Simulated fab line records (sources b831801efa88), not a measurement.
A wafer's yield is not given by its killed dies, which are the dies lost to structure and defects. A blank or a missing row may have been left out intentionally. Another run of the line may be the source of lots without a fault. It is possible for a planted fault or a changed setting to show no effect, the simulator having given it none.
A sampling plan put to the test    flow gf180mcu    one fab line, 42 faults that these records tell of, each judged on the records of the lots that it struck
The plan is the line's own looks: the steps of the route at which a gauge or an inspection reads the wafer and doesn't change it. A look is open to judgement when struck wafers have a number at it and the file gives its usual mean and standard deviation on fault-free wafers. Caught: the struck wafers' mean, at a look after the fault's first step, is 4 or more of those standard deviations (sigma) away from the usual mean. On the tool: the fault's steps, tested the same way using the tool's own readings. It also counts as caught if the struck wafers ran another recipe or if their record alone is blank.

THE FAULTS, as the simulator had put them in
1. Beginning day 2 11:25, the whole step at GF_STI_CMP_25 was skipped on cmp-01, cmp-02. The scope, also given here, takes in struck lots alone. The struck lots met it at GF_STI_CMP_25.
2. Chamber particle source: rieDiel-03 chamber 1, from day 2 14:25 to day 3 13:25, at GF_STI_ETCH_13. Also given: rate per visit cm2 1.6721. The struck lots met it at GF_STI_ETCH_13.
3. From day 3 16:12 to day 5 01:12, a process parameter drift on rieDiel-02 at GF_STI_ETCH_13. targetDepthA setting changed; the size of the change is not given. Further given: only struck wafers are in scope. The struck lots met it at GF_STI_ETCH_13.
4. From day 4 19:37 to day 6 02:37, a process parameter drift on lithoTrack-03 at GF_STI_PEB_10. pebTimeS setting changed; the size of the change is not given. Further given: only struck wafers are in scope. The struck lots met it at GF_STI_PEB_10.
5. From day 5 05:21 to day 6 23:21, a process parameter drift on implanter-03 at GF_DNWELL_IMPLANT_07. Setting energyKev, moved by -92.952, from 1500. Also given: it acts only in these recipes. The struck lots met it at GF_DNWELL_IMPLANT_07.
6. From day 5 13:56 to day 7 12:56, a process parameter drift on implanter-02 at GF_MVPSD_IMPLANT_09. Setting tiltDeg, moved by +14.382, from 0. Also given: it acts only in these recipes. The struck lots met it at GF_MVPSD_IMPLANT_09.
7. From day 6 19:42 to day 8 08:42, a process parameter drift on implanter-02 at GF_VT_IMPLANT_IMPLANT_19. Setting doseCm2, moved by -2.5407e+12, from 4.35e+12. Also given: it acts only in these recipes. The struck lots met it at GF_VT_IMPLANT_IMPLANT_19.
8. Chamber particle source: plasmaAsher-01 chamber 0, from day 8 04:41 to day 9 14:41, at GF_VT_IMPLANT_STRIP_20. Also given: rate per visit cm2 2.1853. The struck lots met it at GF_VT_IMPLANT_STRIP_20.
9. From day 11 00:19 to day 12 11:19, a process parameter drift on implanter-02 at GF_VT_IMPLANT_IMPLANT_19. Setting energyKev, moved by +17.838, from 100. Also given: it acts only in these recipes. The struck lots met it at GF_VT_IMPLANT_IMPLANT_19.
10. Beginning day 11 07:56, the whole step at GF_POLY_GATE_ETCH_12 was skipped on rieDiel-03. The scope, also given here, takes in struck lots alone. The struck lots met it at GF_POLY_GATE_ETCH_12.
11. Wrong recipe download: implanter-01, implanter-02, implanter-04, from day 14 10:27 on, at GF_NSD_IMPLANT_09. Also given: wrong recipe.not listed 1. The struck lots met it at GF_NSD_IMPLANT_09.
12. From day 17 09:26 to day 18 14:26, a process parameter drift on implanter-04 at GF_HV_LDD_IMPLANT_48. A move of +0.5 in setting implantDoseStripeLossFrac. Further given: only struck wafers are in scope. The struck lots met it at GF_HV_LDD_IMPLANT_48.
13. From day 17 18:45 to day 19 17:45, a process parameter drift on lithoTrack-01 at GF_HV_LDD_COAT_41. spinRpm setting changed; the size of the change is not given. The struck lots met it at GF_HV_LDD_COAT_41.
14. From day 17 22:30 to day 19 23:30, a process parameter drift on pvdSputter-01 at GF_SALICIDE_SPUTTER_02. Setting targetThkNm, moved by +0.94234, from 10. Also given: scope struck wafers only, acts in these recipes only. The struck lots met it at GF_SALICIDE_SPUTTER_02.
15. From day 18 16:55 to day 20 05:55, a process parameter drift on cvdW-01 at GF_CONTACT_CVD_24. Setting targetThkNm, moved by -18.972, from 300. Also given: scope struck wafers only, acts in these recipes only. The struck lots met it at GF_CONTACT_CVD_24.
16. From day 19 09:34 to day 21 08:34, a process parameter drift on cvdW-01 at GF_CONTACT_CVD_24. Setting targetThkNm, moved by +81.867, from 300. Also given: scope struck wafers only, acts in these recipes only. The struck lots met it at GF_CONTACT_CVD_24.
17. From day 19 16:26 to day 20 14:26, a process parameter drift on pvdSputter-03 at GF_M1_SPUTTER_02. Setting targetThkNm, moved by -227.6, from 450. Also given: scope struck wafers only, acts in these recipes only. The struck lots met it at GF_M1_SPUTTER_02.
18. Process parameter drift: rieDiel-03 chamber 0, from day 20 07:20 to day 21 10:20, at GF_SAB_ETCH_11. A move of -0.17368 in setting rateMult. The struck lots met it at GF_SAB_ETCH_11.
19. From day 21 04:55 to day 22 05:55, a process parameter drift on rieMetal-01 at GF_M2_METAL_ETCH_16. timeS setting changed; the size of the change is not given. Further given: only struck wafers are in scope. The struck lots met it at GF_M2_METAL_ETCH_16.
20. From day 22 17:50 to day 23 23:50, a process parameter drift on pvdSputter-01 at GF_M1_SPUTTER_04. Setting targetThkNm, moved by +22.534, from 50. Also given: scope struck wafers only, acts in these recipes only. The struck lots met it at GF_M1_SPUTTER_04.
21. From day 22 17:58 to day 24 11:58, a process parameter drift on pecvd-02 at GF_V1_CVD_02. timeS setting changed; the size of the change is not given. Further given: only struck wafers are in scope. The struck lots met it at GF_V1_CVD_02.
22. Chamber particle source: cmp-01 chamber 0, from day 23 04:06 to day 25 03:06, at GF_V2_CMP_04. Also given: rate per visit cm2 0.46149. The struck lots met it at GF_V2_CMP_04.
23. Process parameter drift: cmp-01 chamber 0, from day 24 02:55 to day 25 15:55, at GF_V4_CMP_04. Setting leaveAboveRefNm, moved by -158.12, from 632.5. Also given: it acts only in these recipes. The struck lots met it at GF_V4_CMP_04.
24. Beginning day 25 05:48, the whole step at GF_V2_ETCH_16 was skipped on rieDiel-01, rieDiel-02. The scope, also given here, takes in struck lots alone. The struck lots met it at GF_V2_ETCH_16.
25. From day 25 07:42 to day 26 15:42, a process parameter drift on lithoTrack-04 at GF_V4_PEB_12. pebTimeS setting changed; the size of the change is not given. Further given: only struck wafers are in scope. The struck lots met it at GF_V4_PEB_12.
26. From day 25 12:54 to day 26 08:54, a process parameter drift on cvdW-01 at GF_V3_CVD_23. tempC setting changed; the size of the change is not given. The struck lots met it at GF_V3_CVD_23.
27. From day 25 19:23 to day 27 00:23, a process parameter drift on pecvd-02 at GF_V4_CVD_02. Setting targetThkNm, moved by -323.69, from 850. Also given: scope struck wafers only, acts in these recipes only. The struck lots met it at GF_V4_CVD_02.
28. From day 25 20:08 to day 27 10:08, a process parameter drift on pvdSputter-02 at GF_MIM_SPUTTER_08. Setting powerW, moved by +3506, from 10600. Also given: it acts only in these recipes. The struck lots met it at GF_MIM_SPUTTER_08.
29. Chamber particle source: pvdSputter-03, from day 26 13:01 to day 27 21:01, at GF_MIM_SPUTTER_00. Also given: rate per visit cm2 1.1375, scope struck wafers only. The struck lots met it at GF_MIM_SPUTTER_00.
30. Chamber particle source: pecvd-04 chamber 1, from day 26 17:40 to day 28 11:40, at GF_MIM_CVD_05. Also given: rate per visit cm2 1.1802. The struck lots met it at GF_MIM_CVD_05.
31. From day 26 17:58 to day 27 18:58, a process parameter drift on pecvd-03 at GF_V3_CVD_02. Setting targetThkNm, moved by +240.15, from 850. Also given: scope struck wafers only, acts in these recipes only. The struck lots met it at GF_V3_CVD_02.
32. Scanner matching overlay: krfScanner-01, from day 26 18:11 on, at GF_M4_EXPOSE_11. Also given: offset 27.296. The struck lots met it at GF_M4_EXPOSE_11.
33. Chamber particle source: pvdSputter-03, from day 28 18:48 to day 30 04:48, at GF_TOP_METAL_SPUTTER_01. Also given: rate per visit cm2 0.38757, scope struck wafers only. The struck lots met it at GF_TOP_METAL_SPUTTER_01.
34. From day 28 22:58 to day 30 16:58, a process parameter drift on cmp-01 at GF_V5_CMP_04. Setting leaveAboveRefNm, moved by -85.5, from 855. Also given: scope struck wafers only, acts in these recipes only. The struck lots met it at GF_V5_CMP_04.
35. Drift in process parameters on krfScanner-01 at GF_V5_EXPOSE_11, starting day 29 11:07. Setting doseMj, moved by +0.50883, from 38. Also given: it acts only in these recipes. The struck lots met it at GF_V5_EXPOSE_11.
36. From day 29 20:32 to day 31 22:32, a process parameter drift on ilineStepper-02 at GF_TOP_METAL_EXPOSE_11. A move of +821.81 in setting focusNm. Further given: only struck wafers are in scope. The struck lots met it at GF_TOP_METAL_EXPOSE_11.
37. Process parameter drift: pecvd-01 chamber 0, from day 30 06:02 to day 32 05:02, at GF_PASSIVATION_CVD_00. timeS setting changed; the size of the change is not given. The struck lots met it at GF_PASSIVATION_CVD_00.
38. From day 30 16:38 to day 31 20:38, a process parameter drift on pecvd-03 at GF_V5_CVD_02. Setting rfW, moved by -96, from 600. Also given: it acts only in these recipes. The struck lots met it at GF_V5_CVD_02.
39. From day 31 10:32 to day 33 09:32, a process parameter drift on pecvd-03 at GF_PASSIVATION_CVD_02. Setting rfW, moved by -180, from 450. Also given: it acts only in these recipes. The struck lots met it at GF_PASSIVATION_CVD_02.
40. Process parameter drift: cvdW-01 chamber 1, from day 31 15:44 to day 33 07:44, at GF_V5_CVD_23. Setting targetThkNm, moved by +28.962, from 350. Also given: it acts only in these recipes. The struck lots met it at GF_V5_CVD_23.
41. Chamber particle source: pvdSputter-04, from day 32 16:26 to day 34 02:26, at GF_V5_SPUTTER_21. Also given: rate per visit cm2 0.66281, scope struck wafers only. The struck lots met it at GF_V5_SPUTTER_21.
42. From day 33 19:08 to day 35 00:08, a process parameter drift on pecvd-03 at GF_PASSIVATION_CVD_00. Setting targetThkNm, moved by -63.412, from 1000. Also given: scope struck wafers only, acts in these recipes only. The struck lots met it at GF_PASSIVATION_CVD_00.

WHAT THE PLAN SAW
fault  on the tool itself                                first look that catches it                       reading, sigma                                     median hours from its first step to that look  hours from the fault's start to the first struck lot there  judged looks passed uncaught
1      the tool's record is blank for the struck wafers  no look after it can be judged                   -                                                  -                                              -                                                           0
2      under 2 sigma                                     not the one look that can be judged after it     -                                                  -                                              -                                                           1
3      oesProductAu -7.9 sigma                           none of the 3 looks that can be judged after it  -                                                  -                                              -                                                           3
4      under 2 sigma                                     GF_STI_CD_MEAS_12                                cdNm -4.3                                          0.3                                            19                                                          0
5      beamEnergyKeV -99 or beyond sigma                 no look after it can be judged                   -                                                  -                                              -                                                           0
6      tiltDeg +99 or beyond sigma                       none of the 2 looks that can be judged after it  strongest: MVPSD_TW at GF_MVPSD_TW_MEAS_11, +3.2   -                                              -                                                           2
7      doseIonsCm2 -99 or beyond sigma                   GF_VT_IMPLANT_TW_MEAS_21                         VT_IMPLANT_2_TW -44                                0.2                                            3                                                           0
8      under 2 sigma                                     none of the 3 looks that can be judged after it  -                                                  -                                              -                                                           3
9      beamEnergyKeV +99 or beyond sigma                 GF_VT_IMPLANT_TW_MEAS_21                         VT_IMPLANT_2_TW +9.0                               0.2                                            5                                                           0
10     the tool's record is blank for the struck wafers  no look after it can be judged                   -                                                  -                                              -                                                           0
11     under 2 sigma                                     not the one look that can be judged after it     -                                                  -                                              -                                                           1
12     no reading that can be judged                     GF_HV_LDD_TW_MEAS_50                             HV_LDD_4_TW -15                                    0.2                                            4                                                           0
13     spinSpeedRpm -97 sigma                            not the one look that can be judged after it     -                                                  -                                              -                                                           1
14     under 2 sigma                                     GF_SALICIDE_RS_MEAS_04                           SALICIDE_TIN_RS -5.0                               0.1                                            17                                                          0
15     under 2 sigma                                     GF_CONTACT_RS_MEAS_25                            CONTACT_W_RS +4.6                                  0.1                                            8                                                           0
16     under 2 sigma                                     GF_CONTACT_RS_MEAS_25                            CONTACT_W_RS -15                                   0.1                                            9                                                           0
17     under 2 sigma                                     GF_M1_RS_MEAS_05                                 M1_ALCU_RS +96                                     0.1                                            15                                                          0
18     oesProductAu -12 sigma                            no look after it can be judged                   -                                                  -                                              -                                                           0
19     runLengthS -40 sigma                              no look after it can be judged                   -                                                  -                                              -                                                           0
20     under 2 sigma                                     not the one look that can be judged after it     strongest: M1_ALCU_THK at GF_M1_THK_MEAS_06, -3.7  -                                              -                                                           1
21     runLengthS +39 sigma                              GF_V1_THK_MEAS_03                                V1_CVD_02_THK +13                                  0.1                                            16                                                          0
22     only faintly: motorCurrentA +2.6 sigma            not the one look that can be judged after it     -                                                  -                                              -                                                           1
23     only faintly: timeToEndpointS +2.0 sigma          none of the 5 looks that can be judged after it  -                                                  -                                              -                                                           5
24     the tool's record is blank for the struck wafers  no look after it can be judged                   -                                                  -                                              -                                                           0
25     heaterPowerTotalW +99 or beyond sigma             GF_V4_CD_MEAS_14                                 cdNm -6.6                                          0.3                                            5                                                           0
26     susceptorTempC +31 sigma                          GF_V3_RS_MEAS_24                                 V3_W_RS -10                                        0.1                                            9                                                           0
27     under 2 sigma                                     GF_V4_THK_MEAS_03                                V4_CVD_02_THK -33                                  0.1                                            9                                                           0
28     cathodeDcPowerW +99 or beyond sigma               GF_MIM_RS_MEAS_10                                MIM_ALCU_RS -26                                    0.1                                            5                                                           0
29     under 2 sigma                                     not the one look that can be judged after it     -                                                  -                                              -                                                           1
30     under 2 sigma                                     no look after it can be judged                   -                                                  -                                              -                                                           0
31     under 2 sigma                                     GF_V3_THK_MEAS_03                                V3_CVD_02_THK +21                                  0.1                                            8                                                           0
32     no reading that can be judged                     GF_M4_OVL_MEAS_15                                M4_OVL +4.9                                        9.8                                            12                                                          0
33     under 2 sigma                                     no look after it can be judged                   -                                                  -                                              -                                                           0
34     under 2 sigma                                     no look after it can be judged                   -                                                  -                                              -                                                           0
35     exposureDoseMJCm2 +12 sigma                       none of the 2 looks that can be judged after it  strongest: cdNm at GF_V5_CD_MEAS_14, +2.2          -                                              -                                                           2
36     no reading that can be judged                     GF_TOP_METAL_CD_MEAS_14                          cdNm -34                                           8.5                                            14                                                          0
37     runLengthS +99 or beyond sigma                    GF_PASSIVATION_THK_MEAS_01                       PASSIVATION_CVD_00_THK +51                         0.1                                            5                                                           0
38     rfFwdPowerW -56 sigma                             GF_V5_THK_MEAS_03                                V5_CVD_02_THK -4.0                                 0.1                                            19                                                          0
39     rfFwdPowerW -99 or beyond sigma                   GF_PASSIVATION_THK_MEAS_03                       PASSIVATION_CVD_02_THK -11                         0.3                                            3                                                           0
40     under 2 sigma                                     GF_V5_RS_MEAS_24                                 V5_W_RS -6.8                                       0.2                                            15                                                          0
41     under 2 sigma                                     no look after it can be judged                   -                                                  -                                              -                                                           0
42     under 2 sigma                                     GF_PASSIVATION_THK_MEAS_01                       PASSIVATION_CVD_00_THK -5.7                        0.1                                            6                                                           0
A dash: this means the fault isn't caught or the number doesn't appear in these records.

Caught at a look: 21 of 42. Caught on the tool: 19 of 42. By one or the other: 31 of 42.
Faults caught by the tool alone: 1, 3, 5, 6, 10, 13, 18, 19, 24, 35.
Caught at a look alone: faults 4, 12, 14, 15, 16, 17, 27, 31, 32, 36, 40, 42.
Caught by neither: faults 2, 8, 11, 20, 22, 23, 29, 30, 33, 34, 41.

THINNER SAMPLING
In the worst case, this is how late the first struck lot would be measured if the look that catches a fault measured only every second or every third lot, by lot number:
fault  struck lots at that look, in order of time  every lot  every second lot  every third lot
4      L411, L412                                  19 h       22 h              may miss all 2
7      L994, L997, L998                            3 h        22 h              may miss all 3
9      L891, L893                                  5 h        may miss all 2    may miss all 2
12     L396, L398                                  4 h        may miss all 2    may miss all 2
14     L945, L946                                  17 h       30 h              may miss all 2
15     L392, L393                                  8 h        26 h              may miss all 2
16     L540, L543, L544                            9 h        26 h              may miss all 3
17     L187, L189                                  15 h       may miss all 2    may miss all 2
21     L747, L749                                  16 h       may miss all 2    may miss all 2
25     L455, L458                                  5 h        31 h              may miss all 2
26     L893, L894                                  9 h        17 h              may miss all 2
27     L299                                        9 h        may miss it       may miss it
28     L438, L439, L440                            5 h        14 h              21 h
31     L320, L319                                  8 h        12 h              may miss all 2
32     L852, L853                                  12 h       13 h              may miss all 2
36     L416, L421                                  14 h       46 h              may miss all 2
37     L875, L877                                  5 h        may miss all 2    may miss all 2
38     L978, L980                                  19 h       may miss all 2    may miss all 2
39     L797, L799                                  3 h        may miss all 2    may miss all 2
40     L139, L141                                  15 h       may miss all 2    may miss all 2
42     L273                                        6 h        may miss it       may miss it
Hours are from the fault's start to the first struck lot that is measured. Since the struck wafers were tested as one group against 4 sigma, a single lot by itself may lie under the limit. Other struck lots may not be in these records.

THE LONGEST TIMED WAY FROM STEP TO LOOK
Fault 32: median gap of 9.8 hours between GF_M4_EXPOSE_11 and GF_M4_OVL_MEAS_15. No look between them can be judged.
